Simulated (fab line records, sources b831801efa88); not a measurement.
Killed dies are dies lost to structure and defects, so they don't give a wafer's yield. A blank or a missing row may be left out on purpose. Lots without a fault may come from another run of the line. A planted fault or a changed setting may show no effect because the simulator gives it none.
fab line records | flow sky130
record lots=6 wafers=18 last_day=50
route steps=708 shown SONOS_ONO@180 GATE_OXIDE@187 PAD_OPEN@708
lots that met no fault: from a run of the same line without faults
start_h: hours from the record's first day to the start of the lot's first wafer shown | wait_h: hours since the lot's step before | " the same as in the row above | L1.1+2: a row that stands for several wafers | - no value, or no start given | * or withheld: withheld | < > ~ a bound
route shown NAME@n: a module of which the file shows steps, and the number in the route of the first | usual: mean/standard deviation of fault-free wafers | same: alike in all rows | chamber/n: place in a boat | sites: the reading at each site | _std_site: their standard deviation | _edge_site: outer sites' mean less inner sites' | radius_mm: how far each site lies from the wafer's centre | mask NAME#n: copy n | behind: the tool/chamber that last shaped the wafer | hold: why the lot was held/for how many hours/how that ended | device: the transistor (n, p or np) that didn't switch | end of line: the same wafers' tests at the end of the route | a step without rows: its recipe alone | killed: dies lost to structure and defects at the first sort, not the wafer's yield | map: a wafer's dies, x killed, . not, _ none there
set.NAME: the setting as run; set.NAME@STEP: as run at that earlier step | model.NAME: the simulator's own value behind a step, which no gauge read
lots at some steps of the route; a table a step, a row a wafer
services: from which hour (start_h, from the record's first day; less than 0 if before it) a tool's chamber was out of use, for how many hours, and why
## steps
# step SKY_SONOS_ONO_DEVELOP_12
# recipe develop_time_s=60 dev_temp_c=23
# step SKY_SONOS_ONO_CD_MEAS_13
# recipe target_cd_nm=410
# usual cd_nm=410.8/1.9
# columns lot.wafer tool chamber start_h wait_h cd_nm
L637.1 cd_sem-01 - 312.90 0.1 410.4
L637.2 " - " " 410.1
L637.4 " - " " 408.3
L640.1 cd_sem-02 - 341.81 0.1 412.2
L640.3 " - " " 412.2
L640.6 " - " " 410.4
L651.1 cd_sem-02 - 447.76 0.1 410.0
L651.2 " - " " 409.4
L651.6 " - " " 411.2
L652.2 cd_sem-02 - 450.33 0.1 408.9
L652.3 " - " " 407.9
L652.6 " - " " 408.4
L653.1 cd_sem-02 - 451.91 0.1 413.9
L653.2 " - " " 412.8
L653.5 " - " " 413.0
L654.4 cd_sem-01 - 458.71 0.1 407.9
L654.5 " - " " 406.8
L654.6 " - " " 406.9
# step SKY_SONOS_ONO_OVL_MEAS_14
# usual SONOS_ONO_OVL=-0.7/1.4
# columns lot.wafer tool chamber start_h wait_h SONOS_ONO_OVL[nm]
L637.1 overlay-01 - 313.02 0.1 -1.6
L637.2 " - " " -1.4
L637.4 " - " " -1.4
L640.1 overlay-02 - 341.93 0.1 -1.2
L640.3 " - " " -1.8
L640.6 " - " " 0.1
L651.1 overlay-02 - 447.88 0.1 -1.3
L651.2 " - " " -0.1
L651.6 " - " " -3.1
L652.2 overlay-01 - 450.43 0.1 -0.7
L652.3 " - " " 1.8
L652.6 " - " " 1.4
L653.1 overlay-02 - 452.03 0.1 -2.8
L653.2 " - " " -2.6
L653.5 " - " " -2.3
L654.4 overlay-01 - 458.79 0.1 -2.4
L654.5 " - " " -1.3
L654.6 " - " " -2.4
# step SKY_SONOS_ONO_ETCH_15
# recipe target_depth_nm=19.52 chemistry=CHF3/O2 source_w=600 bias_w=200 pressure_mtorr=40 chf3_flow_sccm=50 O2_flow_sccm=5 time_s=7.8
# usual drypump_motor_current_A=5.6/0.53 oes_product_au=1.002/0.0072 throttle_valve_pct=8.824/0.0094
# same time_s=7.8
# columns lot.wafer tool chamber start_h wait_h drypump_motor_current_A oes_product_au rf_hours_counter_h throttle_valve_pct
L637.1 rie_diel-02 3 313.06 0.0 6.2 1.016 87 8.817
L637.2 " 2 " " 5.5 0.999 11 8.799
L637.4 " 0 " " 5.2 0.996 7 8.819
L640.1 rie_diel-01 2 341.97 0.0 5.2 1.006 17 8.835
L640.3 " 0 " " 5.9 1.000 11 8.827
L640.6 " 1 " " 6.6 1.000 - 8.831
L651.1 rie_diel-03 3 447.91 0.0 4.7 1.009 6 8.821
L651.2 " 2 " " 5.7 1.012 11 8.811
L651.6 " 0 " " 5.0 1.011 - 8.823
L652.2 rie_diel-02 3 450.46 0.0 6.2 1.006 88 8.814
L652.3 " 2 " " 5.5 1.002 13 8.832
L652.6 " 3 " " 6.2 0.996 - 8.844
L653.1 rie_diel-01 1 452.06 0.0 6.7 1.013 73 8.825
L653.2 " 3 " " 5.3 1.003 77 8.821
L653.5 " 0 " " 5.9 0.995 - 8.832
L654.4 rie_diel-02 3 458.81 0.0 6.2 1.002 89 8.839
L654.5 " 1 " " 5.7 1.001 - 8.821
L654.6 " 0 " " 5.2 1.010 - 8.831
# step SKY_SONOS_ONO_WET_ETCH_16
# recipe chemistry=dHF target_depth_nm=14 dry=n2_spin target=SiO2 dilution=100:1 temp_c=25 time_s=280
# step SKY_SONOS_ONO_STRIP_17
# recipe chemistry=O2/N2 power_w=1400 pressure_mtorr=1500 platen_temp_c=withheld o2_flow_sccm=3000 n2_flow_sccm=300 overash_fraction=0.5
# usual drypump_motor_current_A=5.9/0.59 n2_flow_sccm=299.9/0.94 oes_product_au=0.709/0.0045 strip_time_to_endpoint_s=14.10/0.043
# columns lot.wafer tool chamber start_h wait_h drypump_motor_current_A n2_flow_sccm oes_product_au rf_hours_counter_h strip_time_to_endpoint_s
L637.1 plasma_asher-01 0 313.23 0.0 5.7 301.0 0.705 19 14.14
L637.2 " 1 " " 4.8 300.1 0.709 19 14.15
L637.4 " 1 " " 4.8 300.7 0.712 - 14.14
L640.1 plasma_asher-01 0 342.07 0.0 5.7 299.6 0.719 22 14.18
L640.3 " 0 " " 5.7 300.7 0.714 - 14.13
L640.6 " 1 " " 4.8 300.0 0.713 - 14.15
L651.1 plasma_asher-04 1 448.12 0.0 5.8 300.7 0.707 2 14.10
L651.2 " 0 " " 6.8 300.3 0.713 2 14.11
L651.6 " 0 " " 6.8 299.9 0.712 - 14.14
L652.2 plasma_asher-01 0 450.58 0.0 5.8 299.0 0.713 33 14.09
L652.3 " 0 " " 5.8 299.1 0.714 - 14.17
L652.6 " 1 " " 4.8 299.0 0.711 - 14.15
L653.1 plasma_asher-01 0 452.26 0.0 5.7 299.4 0.710 33 14.07
L653.2 " 1 " " 4.8 300.2 0.711 33 14.07
L653.5 " 1 " " 4.8 300.5 0.710 - 14.08
L654.4 plasma_asher-04 1 458.95 0.0 5.8 299.8 0.716 - 14.05
L654.5 " 0 " " 6.8 299.3 0.709 - 14.10
L654.6 " 1 " " 5.8 299.7 0.703 - 13.99
# step SKY_SONOS_ONO_WET_ETCH_18
# recipe chemistry=H3PO4 target_depth_nm=15 target=Si3N4 temp_c=160 time_s=172
# step SKY_GATE_OXIDE_CLEAN_00
# recipe chemistry=SC1/SC2 mix=1:4:20 temp_c=70 time_s=150 dry=n2_spin
# step SKY_GATE_OXIDE_OXIDATION_01
# recipe temp_c=900 ambient=O2 stabilise_s=600 purge_s=300 target_thk_a=102.68 ox_time_s=1473
# step SKY_GATE_OXIDE_THK_MEAS_02
# recipe reads=SiO2_of_GATE_OXIDE_OXIDATION_01
# usual GATE_OXIDE_OXIDATION_00_THK=10.19/0.2
# columns lot.wafer tool chamber start_h wait_h GATE_OXIDE_OXIDATION_00_THK[nm]
L637.1 film_metro-02 - 315.91 0.0 10.22
L637.2 " - " " 10.20
L637.4 " - " " 10.20
L640.1 film_metro-01 - 344.55 0.0 9.97
L640.3 " - " " 9.95
L640.6 " - " " 9.90
L651.1 film_metro-02 - 449.81 0.0 10.45
L651.2 " - " " 10.67
L651.6 " - " " 10.48
L652.2 film_metro-01 - 452.26 0.0 10.43
L652.3 " - " " 10.11
L652.6 " - " " 10.22
L653.1 film_metro-02 - 453.88 0.0 10.28
L653.2 " - " " 10.15
L653.5 " - " " 10.43
L654.4 film_metro-01 - 461.62 0.0 10.34
L654.5 " - " " 10.14
L654.6 " - " " 10.35
# step SKY_GATE_OXIDE_DEHYDRATE_03
# recipe temp_c=200 time_s=60
# step SKY_GATE_OXIDE_HMDS_04
# recipe prime_time_s=60 prime_temp_c=120
# step SKY_GATE_OXIDE_COAT_05
# recipe resist=NOVOLAK spin_rpm=3000 resist_thk_nm=1140
# usual resist_line_temp_C=23.00/0.1
# columns lot.wafer tool chamber start_h wait_h resist_line_temp_C model.NOVOLAK_of_GATE_OXIDE_COAT_05.thk_nm
L637.1 litho_track-01 0 329.00 0.1 23.02 1143
L637.2 " 0 " " 23.04 1141
L637.4 " 0 " " 23.07 1140
L640.1 litho_track-04 0 357.95 0.1 22.98 1143
L640.3 " 0 " " 23.13 1139
L640.6 " 0 " " 22.98 1139
L651.1 litho_track-04 0 464.70 0.1 22.86 1046
L651.2 " 0 " " 22.92 1050
L651.6 " 0 " " 23.05 1047
L652.2 litho_track-03 0 467.08 0.1 22.99 1137
L652.3 " 0 " " 22.98 1133
L652.6 " 0 " " 22.94 1136
L653.1 litho_track-01 0 468.00 0.1 22.84 1143
L653.2 " 0 " " 22.97 1146
L653.5 " 0 " " 22.96 1139
L654.4 litho_track-04 0 477.32 0.1 23.04 1051
L654.5 " 0 " " 23.05 1053
L654.6 " 0 " " 23.08 1050
# step SKY_GATE_OXIDE_SOFTBAKE_06
# recipe temp_c=90 time_s=60 resist=NOVOLAK
# step SKY_GATE_OXIDE_EXPOSE_07
# recipe mask_id=LVOM na=0.6 source_shape=conventional sigma_outer=0.6 polarization=unpolarized target_cd_nm=600 dose_mj=170
# step SKY_GATE_OXIDE_PEB_08
# recipe temp_c=withheld time_s=* resist=NOVOLAK
# step SKY_GATE_OXIDE_DEVELOP_09
# recipe resist=NOVOLAK developer=TMAH develop_time_s=60 dev_temp_c=23
# usual resist_line_temp_C=23.02/0.097
# columns lot.wafer tool chamber start_h wait_h resist_line_temp_C model.NOVOLAK_of_GATE_OXIDE_COAT_05.thk_nm
L637.1 litho_track-04 0 341.90 0.1 22.95 1143
L637.2 " 0 " " 23.01 1140
L637.4 " 0 " " 23.05 1140
L640.1 litho_track-04 0 371.50 0.1 22.89 1142
L640.3 " 0 " " 22.90 1139
L640.6 " 0 " " 23.03 1139
L651.1 litho_track-01 0 480.70 0.1 23.00 1046
L651.2 " 0 " " 23.12 1049
L651.6 " 0 " " 23.01 1047
L652.2 litho_track-03 0 482.48 0.1 23.03 1137
L652.3 " 0 " " 22.91 1132
L652.6 " 0 " " 22.94 1135
L653.1 litho_track-01 0 483.90 0.1 22.87 1143
L653.2 " 0 " " 22.88 1145
L653.5 " 0 " " 22.88 1138
L654.4 litho_track-03 0 492.48 0.1 23.11 1051
L654.5 " 0 " " 23.08 1052
L654.6 " 0 " " 23.09 1049
# step SKY_GATE_OXIDE_OVL_MEAS_10
# usual GATE_OXIDE_OVL=-0.1/1.5
# columns lot.wafer tool chamber start_h wait_h GATE_OXIDE_OVL[nm]
L637.1 overlay-01 - 342.05 0.1 0.0
L637.2 " - " " -0.9
L637.4 " - " " -0.5
L640.1 overlay-01 - 371.65 0.1 0.2
L640.3 " - " " 1.2
L640.6 " - " " 0.8
L651.1 overlay-02 - 480.85 0.1 -0.8
L651.2 " - " " -0.4
L651.6 " - " " 1.6
L652.2 overlay-01 - 482.61 0.1 0.7
L652.3 " - " " 3.1
L652.6 " - " " 1.2
L653.1 overlay-02 - 484.05 0.1 0.4
L653.2 " - " " 0.0
L653.5 " - " " 0.0
L654.4 overlay-02 - 492.58 0.1 0.8
L654.5 " - " " 0.9
L654.6 " - " " 0.7
# step SKY_GATE_OXIDE_IMPLANT_11
# recipe species=B energy_kev=10 dose_cm2=2.6e+12 tilt_deg=withheld
# step SKY_GATE_OXIDE_WET_ETCH_12
# recipe chemistry=dHF target_depth_nm=16.8 dry=n2_spin target=SiO2 dilution=100:1 temp_c=25 time_s=336
# step SKY_GATE_OXIDE_STRIP_13
# recipe chemistry=O2/N2 power_w=1400 pressure_mtorr=1500 platen_temp_c=withheld o2_flow_sccm=3000 n2_flow_sccm=300 overash_fraction=0.5
# usual drypump_motor_current_A=5.8/0.51 n2_flow_sccm=300.0/0.89 oes_product_au=0.715/0.0049 strip_time_to_endpoint_s=14.19/0.035
# columns lot.wafer tool chamber start_h wait_h drypump_motor_current_A n2_flow_sccm oes_product_au rf_hours_counter_h strip_time_to_endpoint_s
L637.1 plasma_asher-03 1 342.38 0.0 6.0 299.6 0.723 66 14.20
L637.2 " 0 " " 6.1 299.5 0.709 66 14.19
L637.4 " 0 " " 6.1 300.7 0.714 - 14.18
L640.1 plasma_asher-01 0 371.94 0.0 5.7 300.2 0.716 24 14.20
L640.3 " 0 " " 5.7 299.5 0.712 - 14.16
L640.6 " 0 " " 5.8 299.5 0.724 - 14.16
L651.1 plasma_asher-03 0 481.27 0.0 6.1 300.1 0.721 80 13.10
L651.2 " 1 " " 6.0 300.0 0.715 80 13.15
L651.6 " 0 " " 6.1 299.3 0.708 - 13.12
L652.2 plasma_asher-01 0 483.00 0.0 5.7 299.0 0.716 36 14.14
L652.3 " 0 " " 5.7 299.9 0.718 - 14.09
L652.6 " 0 " " 5.8 299.9 0.707 - 14.14
L653.1 plasma_asher-02 0 484.34 0.0 6.3 300.0 0.710 64 14.21
L653.2 " 1 " " 6.0 300.4 0.708 64 14.23
L653.5 " 0 " " 6.3 300.1 0.716 - 14.15
L654.4 plasma_asher-03 0 492.98 0.0 6.1 298.4 0.712 - 13.11
L654.5 " 1 " " 6.0 301.2 0.714 - 13.15
L654.6 " 0 " " 6.1 299.4 0.722 - 13.14
# step SKY_GATE_OXIDE_TW_MEAS_14
# usual GATE_OXIDE_TW=224.6/1.1
# columns lot.wafer tool chamber start_h wait_h GATE_OXIDE_TW
L637.1 film_metro-02 - 342.48 0.1 223.1
L637.2 " - " " 222.7
L637.4 " - " " 222.0
L640.1 film_metro-01 - 372.04 0.1 226.7
L640.3 " - " " 226.6
L640.6 " - " " 227.4
L651.1 film_metro-04 - 481.37 0.1 225.1
L651.2 " - " " 224.7
L651.6 " - " " 224.9
L652.2 film_metro-01 - 483.11 0.1 226.4
L652.3 " - " " 225.6
L652.6 " - " " 225.0
L653.1 film_metro-01 - 484.44 0.1 224.5
L653.2 " - " " 225.0
L653.5 " - " " 224.2
L654.4 film_metro-02 - 493.08 0.1 225.1
L654.5 " - " " 223.8
L654.6 " - " " 224.3
# step SKY_PAD_OPEN_PROBE_99
# usual killed_at_M0_to_M3=43/6.7 killed_at_M4_up=3.2/1.8 killed_at_contacts=25/5.2 killed_at_front_end=15/4.4 killed_at_other=0.2/0.4 killed_dies=87/9.3 killed_open=48/7.1 killed_short=39/6
# same gross_dies=492 killed_at_back_side=0
# columns lot.wafer tool chamber start_h wait_h killed_at_M0_to_M3 killed_at_M4_up killed_at_contacts killed_at_front_end killed_at_other killed_dies killed_open killed_short
L637.1 prober-01 - 1101.16 0.1 49 2 35 17 0 103 57 46
L637.2 prober-01 - 1101.21 0.1 42 10 20 15 1 88 50 38
L637.4 prober-01 - 1101.31 0.2 46 2 32 20 0 100 58 42
L640.1 prober-01 - 1120.18 0.1 43 4 20 12 0 79 52 27
L640.3 prober-01 - 1120.28 0.2 44 0 28 14 0 86 44 42
L640.6 prober-01 - 1120.43 0.2 42 2 21 23 0 88 43 45
L653.1 prober-01 - 1188.72 0.1 51 4 38 12 0 105 51 54
L653.2 prober-01 - 1188.77 0.1 48 4 29 23 1 105 48 57
L653.5 prober-01 - 1188.92 0.2 47 7 22 15 0 91 55 36
L654.4 prober-02 - 1194.77 0.2 37 2 32 12 1 84 46 38
L654.5 prober-02 - 1194.82 0.2 40 3 39 15 0 97 58 39
L654.6 prober-02 - 1194.87 0.2 43 5 32 11 0 91 49 42
# killed by level:class
L637.1 CONTACT:geometric_particle:open=15 VIA1:geometric_particle:open=10 VIA2:geometric_particle:open=8 VIA3:geometric_particle:open=8 CONTACT:geometric_particle:short=6 METAL2:geometric_particle:short=6 FIELD_ISO:geometric_particle:short=5 LI_CONTACT:geometric_particle:open=5
L637.2 CONTACT:geometric_particle:open=11 VIA1:geometric_particle:open=8 METAL4:geometric_particle:short=8 VIA1:geometric_particle:short=6 VIA3:geometric_particle:open=6 METAL1:geometric_particle:short=6 METAL2:geometric_particle:short=5 FIELD_ISO:geometric_particle:open=4
L637.4 CONTACT:geometric_particle:open=13 LI_CONTACT:geometric_particle:open=10 FIELD_ISO:geometric_particle:short=9 VIA1:geometric_particle:open=9 VIA3:geometric_particle:open=7 VIA2:geometric_particle:open=7 FIELD_ISO:geometric_particle:open=6 METAL3:geometric_particle:short=5
L640.1 VIA1:geometric_particle:open=12 VIA3:geometric_particle:open=7 CONTACT:geometric_particle:open=7 LI_CONTACT:geometric_particle:open=5 VIA2:geometric_particle:open=5 FIELD_ISO:geometric_particle:open=4 CONTACT:geometric_particle:short=4 VIA1:geometric_particle:short=4
L640.3 LI_CONTACT:geometric_particle:open=9 METAL1:geometric_particle:short=8 METAL2:geometric_particle:short=7 CONTACT:geometric_particle:short=7 CONTACT:geometric_particle:open=7 VIA3:geometric_particle:open=7 VIA2:geometric_particle:open=6 FIELD_ISO:geometric_particle:short=5
L640.6 FIELD_ISO:geometric_particle:open=10 VIA3:geometric_particle:short=10 VIA2:geometric_particle:open=7 CONTACT:geometric_particle:open=7 LI_CONTACT:geometric_particle:open=6 VIA2:geometric_particle:short=6 FIELD_ISO:geometric_particle:short=5 LOCAL_INTERCONNECT:geometric_particle:short=5
L653.1 VIA1:geometric_particle:open=14 CONTACT:geometric_particle:open=13 CONTACT:geometric_particle:short=8 METAL1:geometric_particle:short=8 LI_CONTACT:geometric_particle:open=7 LOCAL_INTERCONNECT:geometric_particle:short=7 FIELD_ISO:geometric_particle:short=6 VIA3:geometric_particle:short=6
L653.2 VIA1:geometric_particle:open=10 FIELD_ISO:geometric_particle:short=9 CONTACT:geometric_particle:open=8 CONTACT:geometric_particle:short=8 VIA3:geometric_particle:open=7 LOCAL_INTERCONNECT:geometric_particle:short=7 VIA1:geometric_particle:short=6 VIA2:geometric_particle:open=6
L653.5 VIA1:geometric_particle:open=12 CONTACT:geometric_particle:open=10 VIA2:geometric_particle:open=8 FIELD_ISO:geometric_particle:open=7 METAL1:geometric_particle:short=7 METAL2:geometric_particle:short=5 VIA3:geometric_particle:open=5 LI_CONTACT:geometric_particle:open=4
L654.4 CONTACT:geometric_particle:open=13 VIA1:geometric_particle:open=10 VIA1:geometric_particle:short=8 CONTACT:geometric_particle:short=7 LI_CONTACT:geometric_particle:open=6 METAL1:geometric_particle:short=5 VIA3:geometric_particle:open=4 POLY_GATE:geometric_particle:short=3
L654.5 CONTACT:geometric_particle:open=13 LI_CONTACT:geometric_particle:open=12 VIA1:geometric_particle:open=11 METAL2:geometric_particle:short=9 FIELD_ISO:geometric_particle:open=6 CONTACT:geometric_particle:short=6 POLY_GATE:geometric_particle:open=5 VIA3:geometric_particle:open=5
L654.6 CONTACT:geometric_particle:open=9 LOCAL_INTERCONNECT:geometric_particle:short=8 VIA1:geometric_particle:open=8 VIA2:geometric_particle:open=8 LI_CONTACT:geometric_particle:open=7 VIA3:geometric_particle:open=6 CONTACT:geometric_particle:short=5 VIA1:geometric_particle:short=5
## services
# columns tool chamber start_h hours kind
plasma_asher-04 - 317.28 3.5 repair
rie_diel-02 - 323.75 1.1 repair
rie_diel-01 1 381.52 4.9 repair
plasma_asher-02 - 398.54 0.4 repair
plasma_asher-04 - 399.44 9.5 pm
rie_diel-02 - 399.66 0.9 repair
rie_diel-02 - 401.80 0.2 repair
rie_diel-03 2 403.01 19.1 repair
rie_diel-03 0 403.40 14.3 repair
plasma_asher-04 - 421.25 9.0 pm
plasma_asher-04 0 421.25 9.0 vent_cycle
plasma_asher-04 1 421.25 9.0 vent_cycle
rie_diel-02 3 421.80 6.1 repair
plasma_asher-04 - 425.74 2.7 repair
plasma_asher-04 0 430.25 - clean
plasma_asher-04 1 430.25 - clean
rie_diel-01 1 440.42 4.3 repair
rie_diel-03 2 449.35 12.2 repair
rie_diel-03 1 450.79 2.9 repair
rie_diel-02 2 460.41 3.6 repair
rie_diel-02 - 461.37 0.2 repair
rie_diel-01 0 470.10 3.6 repair
rie_diel-01 3 483.72 5.9 repair
rie_diel-02 3 491.35 33.4 repair
## key
first_sign step=SKY_GATE_OXIDE_STRIP_13 reading=strip_time_to_endpoint_s direction=down sigmas=30 usual=* struck=*
effect none on later readings
model_effect step=SKY_GATE_OXIDE_COAT_05 value=NOVOLAK_of_GATE_OXIDE_COAT_05.thk_nm without=1140 struck=1049
model_effect step=SKY_GATE_OXIDE_DEVELOP_09 value=NOVOLAK_of_GATE_OXIDE_COAT_05.thk_nm without=1139 struck=1049
met_at SKY_GATE_OXIDE_COAT_05
struck_wafers L651.1,L651.2,L651.6,L654.4,L654.5,L654.6
tester_left_out L651,L654
onset_between 357.95 464.70
also_fits SKY_SONOS_ONO_STRIP_17:plasma_asher-04,SKY_GATE_OXIDE_STRIP_13:plasma_asher-03
fault kind=process_parameter_drift tool=litho_track-04 chamber=- onset_h=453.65 steps=SKY_GATE_OXIDE_COAT_05 channel=resist_thk_nm offset=-90.151 shape=step end_h=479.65 acts_in=these_recipes_only stated=1140
# tester_left_out: of these lots the tester's yield and bins aren't shown, on N5 and GAA mostly nor the transistor test; their killed dies are dies lost to structure and defects alone, not to doping, threshold or leakage, so they don't give the yield
